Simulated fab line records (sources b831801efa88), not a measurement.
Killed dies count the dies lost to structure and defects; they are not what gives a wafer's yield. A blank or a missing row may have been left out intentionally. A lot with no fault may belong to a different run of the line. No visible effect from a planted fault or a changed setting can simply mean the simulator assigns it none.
Chamber matching | flow sky130 | 4 sister chambers for SKY_LI_CONTACT_ETCH_14 on rie-diel-02
The step etches BARC in N2/H2, stops on SiO2, time 45.9 s, target depth 60 nm. 8 wafers are shown with their chamber, then 10 later ones without.

WAFERS WITH THEIR CHAMBER
wafer  | chamber | throttle-valve-pct (%) | oes-product-au (a.u.)
L080.1 | 3       | 13.242                 | 0.854
L080.2 | 1       | 13.220                 | 0.843
L080.4 | 3       | 13.225                 | 0.849
L085.2 | 2       | 13.223                 | 0.862
L085.3 | 0       | 13.234                 | 0.861
L085.4 | 1       | 13.226                 | 0.852
L090.1 | 2       | 13.242                 | 0.857
L090.4 | 0       | 13.225                 | 0.851

WAFERS MISSING THEIR CHAMBER
wafer  | throttle-valve-pct (%) | oes-product-au (a.u.)
L090.5 | 13.227                 | 0.859
L087.1 | 13.238                 | 0.847
L087.2 | 13.229                 | 0.857
L087.3 | 13.243                 | 0.849
L092.1 | 13.219                 | 0.858
L092.2 | 13.232                 | 0.867
L092.3 | 13.218                 | 0.858
L095.1 | 13.216                 | 0.851
L095.2 | 13.227                 | 0.858
L095.5 | 13.237                 | 0.852

CHAMBER TAKEN BY EACH
wafer  | from the rows above               | in truth
L090.5 | can't be placed: 2 or 0 or 3 or 1 | 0
L087.1 | can't be placed: 3 or 1 or 0 or 2 | 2
L087.2 | can't be placed: 0 or 2 or 3 or 1 | 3
L087.3 | can't be placed: 3 or 0 or 1 or 2 | 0
L092.1 | can't be placed: 0 or 2 or 3 or 1 | 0
L092.2 | can't be placed: 2 or 0 or 3      | 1
L092.3 | can't be placed: 0 or 2 or 3 or 1 | 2
L095.1 | can't be placed: 1 or 0 or 3 or 2 | 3
L095.2 | can't be placed: 0 or 2 or 3 or 1 | 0
L095.5 | can't be placed: 3 or 0 or 2 or 1 | 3
Correctly placed: 0 of 10. From these rows, 10 cannot be placed; in 9 the true chamber is one of the candidates. Placed wrongly: 0.
How it was worked out, from the rows above alone: a wafer's distance from a chamber is the root of the sum, over the readings, of the square of ((its reading less the chamber's mean) divided by the reading's scatter). The wafer belongs to the nearest chamber; if the next one is less than 2 further off, it can't be placed. A chamber's mean is the mean of its shown wafers. The scatter: take each reading less its chamber's mean, square it, sum over the shown wafers, divide by the number of wafers less the number of chambers, and take the root.
